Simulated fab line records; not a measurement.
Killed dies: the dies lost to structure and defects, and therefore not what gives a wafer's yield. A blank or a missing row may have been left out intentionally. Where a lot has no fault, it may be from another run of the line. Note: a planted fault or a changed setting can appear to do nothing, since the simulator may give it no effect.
8D (eight disciplines) problem report, filled in by code | flow gf180mcu | the parts of the form that need people (team, actions taken, sign-off) are left out

== 1. PROBLEM STATEMENT ==
Mean VT_IMPLANT_03_OVL at GF_VT_IMPLANT_OVL_MEAS_40: 182.0 nm over 9 wafers in 3 lots; fault-free wafers: -0.2 nm, standard deviation 1.2. So: +99 or more standard deviations from the usual mean.
First seen on wafer L838.1, day 11 08:23, on overlay-02. The record holds 42 wafers of 14 lots with a number at this step. The rule behind "out" and "out of limits": a value lying over 4 standard deviations away from the usual mean. Any other wafer with a number is counted as sound.

== 2. WHAT THIS IS AND IS NOT ==
question                    | is                     | is not
which readings at this step | VT_IMPLANT_03_OVL      | -
which lots                  | L838, L840, L841       | L824, L825, L826, L827, L828, L830, L832, L836, L837, L844, L847
which wafers of those lots  | all that have a number | -
read on which gauges        | overlay-01, overlay-02 | -
when                        | from day 11 08:23      | up to then (27 sound wafers); but 6 sound wafers of L844, L847 came after

== 3. THE SUSPECTS, EACH WITH WHAT RULES IT OUT ==
Counting: a tool at any process step up to the reading remains a suspect when it ran all the lots that are out and ran no sound lot after the first of those.
- the gauge at GF_VT_IMPLANT_OVL_MEAS_40 is ruled out. 2 gauges (overlay-01, overlay-02) read the wafers that are out.
- iline-stepper-02 at GF_VT_IMPLANT_EXPOSE_37 (exposes mask Nwell HV AREA, target cd 860 nm): kept. Every lot that is out went through it, starting with L838 (day 10 23:31), and after that it ran no sound lot; the last sound lot it ran before then is L830 (day 9 02:08).
Remaining after the count: iline-stepper-02 at GF_VT_IMPLANT_EXPOSE_37.

== 4. THE CAUSE (what the simulator had put in) ==
Scanner matching overlay: iline-stepper-02, from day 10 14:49 on, at GF_VT_IMPLANT_EXPOSE_37. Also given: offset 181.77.
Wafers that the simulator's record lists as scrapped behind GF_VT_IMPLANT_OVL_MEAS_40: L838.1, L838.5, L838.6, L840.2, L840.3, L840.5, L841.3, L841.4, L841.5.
This tool alone remained once counting was done.

== 5. SEQUENCE OF EFFECTS, ordered by route ==
One row per reading whose mean, taken over the struck wafers that have a number, lies over 3 standard deviations from the usual. Scope: only readings with a usual standard deviation given in the record; hours: median across lots of the time from each lot's start at the first step in this table that gives one to its start at this step; sigmas: change in usual standard deviations.
hours | step                      | reading           | usual   | on struck wafers | change | sigmas
0     | GF_VT_IMPLANT_OVL_MEAS_40 | VT_IMPLANT_03_OVL | -0.2 nm | 182.0            | +182.2 | +99 or more

== 6. WHAT WOULD HAVE CAUGHT IT SOONER ==
In this record the first reading out of limits at a measuring or inspecting step was taken at day 11 08:23, 18 hours after the fault began at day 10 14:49.
No tool reading at GF_VT_IMPLANT_EXPOSE_37 that has a usual standard deviation in the record was out on any struck wafer, so an alarm limit of 4 standard deviations on those readings would not have fired.
Of the lots that are out (3), L840, L841 began GF_VT_IMPLANT_EXPOSE_37 on iline-stepper-02 after day 11 08:23. A hold on the tool at that time would have spared those 2.
